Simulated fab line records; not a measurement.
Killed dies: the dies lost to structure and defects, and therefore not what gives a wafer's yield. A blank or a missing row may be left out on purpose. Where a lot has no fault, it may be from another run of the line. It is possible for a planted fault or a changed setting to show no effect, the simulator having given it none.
Which tool was responsible?    flow sky130    Sampling: 11 lots, 33 wafers, 3 of 708 route steps

== WHAT THE GAUGES READ, wafer by wafer ==
SKY_SONOS_ONO_THK_MEAS_03. Usual: SONOS_ONO_CVD_02_THK gives 10.12 nm (standard deviation 0.13).
lot   measured      on             SONOS_ONO_CVD_02_THK (nm)      flag
L932  day 12 14:28  film_metro-01  10.02 10.07 10.13              
L933  day 12 18:14  film_metro-03  9.96 9.93 9.87                 
L935  day 13 08:01  film_metro-03  10.04 10.11 10.16              
L936  day 14 01:07  film_metro-02  10.22 10.11 10.07              
L937  day 14 07:20  film_metro-02  10.21 10.27 10.39              
L939  day 15 00:44  film_metro-01  10.17 9.92 10.14               
L941  day 15 20:33  film_metro-02  10.11 10.10 10.26              
L945  day 16 21:45  film_metro-01  10.01 9.99 10.16               
L950  day 18 11:55  film_metro-03  7.39 7.59 7.39 7.40 7.57 7.45  OFF
L951  day 18 22:22  film_metro-02  7.41 7.50 7.34 7.46 7.48 7.33  OFF
L952  day 19 06:17  film_metro-03  7.44 7.45 7.51 7.38 7.49 7.64  OFF

== WHAT TOOL EACH LOT RAN ON (gives the tool, then ch and the chambers of the sampled wafers, and finally the start) ==
lot   SKY_DNWELL_STRIP_08                  SKY_SONOS_ONO_CVD_02
L932  plasma_asher-01 ch 0,1, day 3 20:51  lpcvd-02 ch 1, day 12 12:53
L933  plasma_asher-04 ch 1, day 4 02:39    lpcvd-02 ch 1, day 12 17:11
L935  plasma_asher-04 ch 0,1, day 4 11:19  lpcvd-02 ch 1, day 13 06:57
L936  plasma_asher-04 ch 0,1, day 4 18:32  lpcvd-02 ch 0, day 14 00:03
L937  plasma_asher-02 ch 0,1, day 4 23:11  lpcvd-02 ch 1, day 14 06:16
L939  plasma_asher-04 ch 0,1, day 5 08:27  lpcvd-02 ch 1, day 14 23:41
L941  plasma_asher-01 ch 0, day 6 03:54    lpcvd-02 ch 0, day 15 19:29
L945  plasma_asher-01 ch 0,1, day 6 19:48  lpcvd-02 ch 1, day 16 20:42
L950  plasma_asher-04 ch 0,1, day 7 22:44  lpcvd-02 ch 0, day 18 10:50
L951  plasma_asher-04 ch 0,1, day 8 05:22  lpcvd-02 ch 1, day 18 21:17
L952  plasma_asher-01 ch 0,1, day 8 11:18  lpcvd-02 ch 1, day 19 05:13
- SKY_DNWELL_STRIP_08: strips in O2/N2.
- SKY_SONOS_ONO_CVD_02: deposits Si3N4 from DCS/NH3, target thk 10.5 nm, time 175 s.

== WHAT THE TOOLS THEMSELVES READ (means of the sampled wafers that have a number; where no wafer has one, the mark that the record gives instead) ==
SKY_DNWELL_STRIP_08. Usual: drypump_motor_current_A 5.9 A, standard deviation 0.63; n2_flow_sccm 300.1 sccm, standard deviation 0.77; oes_product_au 0.722 a.u., standard deviation 0.0042; strip_time_to_endpoint_s 36.94 s, standard deviation 0.092.
lot   tool             drypump_motor_current_A (A)  n2_flow_sccm (sccm)  oes_product_au (a.u.)  strip_time_to_endpoint_s (s)  flag
L932  plasma_asher-01  5.5                          299.7                0.725                  37.01                         
L933  plasma_asher-04  6.2                          300.0                0.726                  36.79                         
L935  plasma_asher-04  6.3                          300.1                0.725                  36.88                         
L936  plasma_asher-04  6.3                          300.9                0.721                  36.91                         
L937  plasma_asher-02  5.7                          300.1                0.719                  36.95                         
L939  plasma_asher-04  6.3                          299.4                0.722                  36.93                         
L941  plasma_asher-01  6.5                          299.5                0.720                  36.94                         
L945  plasma_asher-01  6.0                          299.7                0.727                  37.00                         
L950  plasma_asher-04  6.3                          300.5                0.723                  36.97                         
L951  plasma_asher-04  6.3                          300.3                0.725                  36.78                         
L952  plasma_asher-01  5.5                          300.4                0.720                  36.97                         

SKY_SONOS_ONO_CVD_02. Usual: zone_power_lower_pct 11.91 %, standard deviation 0.21.
lot   tool      zone_power_lower_pct (%)  flag
L932  lpcvd-02  12.16                     
L933  lpcvd-02  12.00                     
L935  lpcvd-02  11.97                     
L936  lpcvd-02  11.72                     
L937  lpcvd-02  12.11                     
L939  lpcvd-02  12.05                     
L941  lpcvd-02  11.61                     
L945  lpcvd-02  12.04                     
L950  lpcvd-02  11.61                     
L951  lpcvd-02  11.99                     
L952  lpcvd-02  11.91                     

== THE ANSWER, worked out from the rows above alone ==
Rule: a lot counts as off when the mean over its wafers that have a number is more than 3 standard deviations away from the usual mean. A lot without any number at a reading at which 4 lots or more have one is off too. The other lots that the step has rows for count as sound. After the gauges, taken in route order, come the tools' own readings; for these a lot's mean is taken, as printed above. The first step at which some lot is off is used, and at that step the reading that is off furthest; a lot without a number counts as furthest.
Off: L950, L951, L952, at SKY_SONOS_ONO_THK_MEAS_03 (SONOS_ONO_CVD_02_THK).
A tool fits if, at a process step before that reading, it ran every lot that is off, and no sound lot after the first of them. The gauges at SKY_SONOS_ONO_THK_MEAS_03 are tried like those tools. One candidate fits, namely lpcvd-02 at SKY_SONOS_ONO_CVD_02. A fault onset in the window from L945 (day 16 20:42, its last sound lot) to L950 (day 18 10:50, its first lot off) fits.

== WHAT THE SIMULATOR HAD PUT IN ==
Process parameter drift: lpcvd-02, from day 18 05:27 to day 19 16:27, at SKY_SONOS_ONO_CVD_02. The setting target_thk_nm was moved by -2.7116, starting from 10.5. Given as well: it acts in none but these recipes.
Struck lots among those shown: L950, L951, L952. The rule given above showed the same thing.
